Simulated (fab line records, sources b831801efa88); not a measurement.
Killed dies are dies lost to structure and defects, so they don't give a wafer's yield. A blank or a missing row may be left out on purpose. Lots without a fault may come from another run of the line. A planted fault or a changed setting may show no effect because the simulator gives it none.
A struck lot beside a sound one | flow sky130 | 29 steps out of a route of 708
Sound: wafers L319.1, L319.2, L319.5. Struck: wafers L329.3, L329.4, L329.6. The cause comes at the end.
At each step with rows: each side's tool, then ch and its chambers, then its first start. Under that, the readings that differ: sound wafers | struck wafers | difference of the means | sigmas: that difference in standard deviations of wafers without a fault.
alike: readings whose means differ by less than 2 such deviations, and words and numbers that are the same on both sides. not compared: withheld readings, readings that some wafer has no value for, bounds like >300 that may hide the same value, and numbers for which the record gives no deviation and whose values overlap.
The two part at a step that has a row with sigmas, a row that says differs or no value, or rows on one side only. Numbers that don't overlap but have no deviation are shown without sigmas and don't part them. A reading that every wafer of one side lacks parts them only if that side has two wafers or more.

first, 5 steps without rows for these wafers: SKY_SONOS_ONO_COAT_08 (resist thk 1140 nm); SKY_SONOS_ONO_SOFTBAKE_09 (time 60 s); SKY_SONOS_ONO_EXPOSE_10 (exposes mask ONOM, target cd 410 nm); SKY_SONOS_ONO_PEB_11; SKY_SONOS_ONO_DEVELOP_12 (develop time 60 s).
SKY_SONOS_ONO_CD_MEAS_13: target cd 410 nm.
  sound on cd_sem-01, day 14 08:32; struck on cd_sem-01, day 17 08:28
  alike: cd_nm
SKY_SONOS_ONO_OVL_MEAS_14:
  sound on overlay-02, day 14 08:40; struck on overlay-01, day 17 08:34
  alike: SONOS_ONO_OVL
SKY_SONOS_ONO_ETCH_15: etches the open film in CHF3/O2, target depth 19.52 nm, time 7.8 s.
  sound on rie_diel-01 ch 0,1,2, day 14 08:42; struck on rie_diel-03 ch 1,2,3, day 17 08:35
  alike: chamber_pressure_mTorr, drypump_motor_current_A, oes_product_au, throttle_valve_pct
  not compared: rf_hours_counter_h
then, 1 step without rows for these wafers: SKY_SONOS_ONO_WET_ETCH_16 (etches SiO2 in dHF, target depth 14 nm, time 280 s).
SKY_SONOS_ONO_STRIP_17: strips in O2/N2.
  sound on plasma_asher-02 ch 0,1, day 14 08:55; struck on plasma_asher-02 ch 0,1, day 17 08:44
  alike: chamber_pressure_mTorr, drypump_motor_current_A, n2_flow_sccm, o2_flow_sccm, oes_product_au, strip_time_to_endpoint_s
  not compared: rf_hours_counter_h
then, 2 steps without rows for these wafers: SKY_SONOS_ONO_WET_ETCH_18 (etches Si3N4 in H3PO4, target depth 15 nm, time 172 s); SKY_GATE_OXIDE_CLEAN_00 (cleans in SC1/SC2, time 150 s).
SKY_GATE_OXIDE_OXIDATION_01: stabilise 600 s, purge 300 s, target thk 10.268 nm.
  sound on furnace-02 ch 0, day 14 10:08; struck on furnace-01 ch 0, day 17 08:54
  reading                                           | sound             | struck           | difference | sigmas
  zone_power_bottom_pct (%)                         | 26.7 26.5 25.9    | 29.9 30.5 30.2   | +3.8       | +2
  zone_power_upper_pct (%)                          | 17.8 18.2 17.6    | 13.8 13.9 13.9   | -4.0       | -2
  model.SiO2_of_GATE_OXIDE_OXIDATION_01.thk_nm (nm) | 9.936 9.964 9.974 | 9.278 9.545 9.55 | -0.500     |
  alike: spike_tc_centre_C, zone_power_top_pct
SKY_GATE_OXIDE_THK_MEAS_02:
  sound on film_metro-02, day 14 11:33; struck on film_metro-04, day 17 10:34
  reading                          | sound           | struck         | difference | sigmas
  GATE_OXIDE_OXIDATION_00_THK (nm) | 9.96 9.97 10.00 | 9.31 9.54 9.52 | -0.52      | -2
  not compared: hold
then, 6 steps without rows for these wafers: SKY_GATE_OXIDE_HMDS_04 (prime time 60 s); SKY_GATE_OXIDE_COAT_05 (resist thk 1140 nm); SKY_GATE_OXIDE_SOFTBAKE_06 (time 60 s); SKY_GATE_OXIDE_EXPOSE_07 (exposes mask LVOM, target cd 600 nm); SKY_GATE_OXIDE_PEB_08; SKY_GATE_OXIDE_DEVELOP_09 (develop time 60 s).
SKY_GATE_OXIDE_OVL_MEAS_10:
  sound on overlay-01, day 15 14:38; struck on overlay-01, day 18 16:06
  alike: GATE_OXIDE_OVL
then, 2 steps without rows for these wafers: SKY_GATE_OXIDE_IMPLANT_11; SKY_GATE_OXIDE_WET_ETCH_12 (etches SiO2 in dHF, target depth 16.8 nm, time 336 s).
SKY_GATE_OXIDE_STRIP_13: strips in O2/N2.
  sound on plasma_asher-02 ch 0,1, day 15 14:55; struck on plasma_asher-02 ch 0,1, day 18 16:25
  alike: chamber_pressure_mTorr, drypump_motor_current_A, n2_flow_sccm, o2_flow_sccm, oes_product_au, strip_time_to_endpoint_s
  not compared: rf_hours_counter_h
SKY_GATE_OXIDE_TW_MEAS_14:
  sound on film_metro-01, day 15 15:01; struck on film_metro-04, day 18 16:43
  reading       | sound             | struck            | difference | sigmas
  GATE_OXIDE_TW | 226.1 225.9 225.9 | 223.4 224.9 223.3 | -2.1       | -2
  not compared: hold
then, 1 step without rows for these wafers: SKY_GATE_OXIDE_CLEAN_15 (cleans in SC1/SC2, time 150 s).
SKY_GATE_OXIDE_OXIDATION_16: stabilise 600 s, purge 300 s, target thk 3.57 nm.
  sound on furnace-02 ch 0, day 15 15:08; struck on furnace-02 ch 0, day 18 22:02
  reading                                           | sound             | struck            | difference | sigmas
  model.SiO2_of_GATE_OXIDE_OXIDATION_01.thk_nm (nm) | 11.32 11.35 11.39 | 10.68 10.93 10.97 | -0.49      |
  alike: spike_tc_centre_C, zone_power_bottom_pct, zone_power_top_pct, zone_power_upper_pct
then, 1 step without rows for these wafers: SKY_POLY_GATE_CVD_00 (deposits poly-Si, target thk 180 nm, time 720 s).
-- the record jumps here: 31 days lie between the struck wafers' starts before and after (it left off in module POLY_GATE and takes up again in module PAD_OPEN, whose first step shown is number 708 of the route) --
SKY_PAD_OPEN_PROBE_99:
  sound on prober-02, day 47 06:09; struck on prober-02, day 49 11:56
  reading                                | sound                         | struck                       | difference | sigmas
  model.etest.nfet_16v.r_on_ohm_um       | 1.346e+04 1.362e+04 1.374e+04 | 1.38e+04 1.382e+04 1.383e+04 | +2.10e+02  |
  model.etest.tip_sonos.rs_ohm_sq        | 2614 2607 2625                | 2494 2534 2518               | -100       |
  model.etest.pfet_g5v0d10v5.r_on_ohm_um | 4681 4712 4738                | 4530 4577 4546               | -159       |
  model.etest.nfet_g5v0d10v5.r_on_ohm_um | 1847 1849 1870                | 1783 1818 1822               | -48        |
  model.etest.nfet_g5v0d10v5.drive_ua_um | 629 620.3 616.7               | 660.4 646.1 642.6            | +27.7      |
  model.etest.nfet_05v0_nvt.drive_ua_um  | 599.3 599.1 593               | 626.7 612.6 613.5            | +20.5      |
  model.etest.pfet_g5v0d10v5.drive_ua_um | 346.3 345.4 342.9             | 368.6 360.6 360.2            | +18.3      |
  model.etest.nfet_16v.drive_ua_um       | 234.2 233.9 232.9             | 241.5 237.3 235.6            | +4.5       |
  alike: killed_at_M0_to_M3, killed_at_M4_up, killed_at_contacts, killed_at_front_end, killed_at_other, killed_dies, killed_open, killed_short

WHERE THEY PART
First at SKY_GATE_OXIDE_OXIDATION_01; last, within this record, at SKY_GATE_OXIDE_TW_MEAS_14. Later steps at which nothing parts them and some readings are alike: SKY_GATE_OXIDE_OXIDATION_16, SKY_PAD_OPEN_PROBE_99.

WHY: what the simulator had put in
Process parameter drift: furnace-01, from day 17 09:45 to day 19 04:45, at SKY_GATE_OXIDE_OXIDATION_01. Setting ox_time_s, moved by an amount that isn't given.
